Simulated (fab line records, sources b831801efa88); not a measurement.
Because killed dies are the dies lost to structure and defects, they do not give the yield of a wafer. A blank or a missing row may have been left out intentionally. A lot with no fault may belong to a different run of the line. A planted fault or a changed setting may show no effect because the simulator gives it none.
A struck lot beside a sound one    flow gf180mcu    18 out of 602 route steps
Sound: wafers L440.2, L440.4, L440.5. Struck: wafers L453.1, L453.5, L453.6. At the end, the cause is stated.
At each step with rows: each side's tool, then ch and its chambers, then its first start. Under that, the readings that differ: sound wafers    struck wafers    difference of the means    sigmas: that difference in standard deviations of wafers without a fault.
alike: readings whose means differ by less than 2 such deviations, and words and numbers that are the same on both sides. not compared: withheld readings, readings that some wafer has no value for, bounds like >300 that may hide the same value, and numbers for which the record gives no deviation and whose values overlap.
Wherever a step has rows on one side only, a row that says differs or no value, or a row with sigmas, the two part there. Non-overlapping numbers with no deviation appear without sigmas and do not part them. Lack of a reading on every wafer of one side parts them only where that side has two or more wafers.

GF_V5_CMP_26: polishes, stops on SiO2, t overpolish 15 s, target thk 0 nm.
  sound on cmp-02 ch 0,1,3, day 28 19:01; struck on cmp-01 ch 1,2,3, day 32 11:41
  alike: motor current A, overpolish run s, time to endpoint s
GF_TOP_METAL_SPUTTER_00: material Ti, target thk 37.5 nm, time 150 s.
  sound: pvd sputter-01 at day 28 19:19; struck: pvd sputter-02 at day 32 11:50
  alike: throttle valve pct
GF_TOP_METAL_SPUTTER_01: material TiN, target thk 30 nm, time 25 s.
  sound: pvd sputter-01 at day 28 19:25; struck: pvd sputter-02 at day 32 11:56
  alike: throttle valve pct
then, 1 step without rows for these wafers: GF_TOP_METAL_SPUTTER_02 (material AlCu, target thk 900 nm, time 47.82 s).
GF_TOP_METAL_SPUTTER_03: material Ti, target thk 5 nm, time 3.3 s.
  sound: pvd sputter-01 at day 28 19:29; struck: pvd sputter-02 at day 32 12:01
  alike: throttle valve pct
GF_TOP_METAL_SPUTTER_04: material TiN, target thk 25 nm, time 20.8 s.
  sound: pvd sputter-01 at day 28 19:31; struck: pvd sputter-02 at day 32 12:02
  alike: throttle valve pct
GF_TOP_METAL_RS_MEAS_05: measurement is done with a four-point probe.
  sound: film metro-02 at day 28 19:34; struck: film metro-04 at day 32 12:04
  alike: TOP_METAL_ALCU_RS
GF_TOP_METAL_THK_MEAS_06: measures by xrf.
  sound: film metro-02 at day 28 19:40; struck: film metro-04 at day 32 12:11
  alike: TOP_METAL_ALCU_THK
then, 4 steps without rows for these wafers: GF_TOP_METAL_DEHYDRATE_07 (time 60 s); GF_TOP_METAL_HMDS_08 (prime time 60 s); GF_TOP_METAL_COAT_09 (resist thk 1500 nm); GF_TOP_METAL_SOFTBAKE_10 (time 58.13 s).
GF_TOP_METAL_EXPOSE_11: exposes mask MetalTop, target cd 440 nm.
  sound on iline stepper-02 ch 0, day 29 06:11; struck on iline stepper-01 ch 0, day 32 20:22
reading                            sound                 struck             difference  sigmas
model.TOP_METAL.overlay x nm (nm)  0.9128 0.9128 0.9128  6.953 6.953 6.953  +6.040      
  alike: mask
then, 2 steps without rows for these wafers: GF_TOP_METAL_PEB_12; GF_TOP_METAL_DEVELOP_13 (develop time 60 s).
GF_TOP_METAL_CD_MEAS_14: the cd target is 440 nm.
  sound: cd sem-01 at day 29 15:25; struck: cd sem-01 at day 33 04:41
  alike: cd nm
GF_TOP_METAL_OVL_MEAS_15:
  sound: overlay-02 at day 29 15:31; struck: overlay-02 at day 33 05:00
reading             sound         struck       difference  sigmas
TOP_METAL_OVL (nm)  1.4 0.4 -0.4  5.9 9.1 7.2  +6.9        +5
  not compared: hold
GF_PASSIVATION_PROBE_99:
  sound wafers here have rows in the record (prober-02, day 30 13:18); struck ones have none

WHERE THEY PART
At GF_TOP_METAL_OVL_MEAS_15 first; at GF_PASSIVATION_PROBE_99 last (within this record only).

WHY: what the simulator had put in
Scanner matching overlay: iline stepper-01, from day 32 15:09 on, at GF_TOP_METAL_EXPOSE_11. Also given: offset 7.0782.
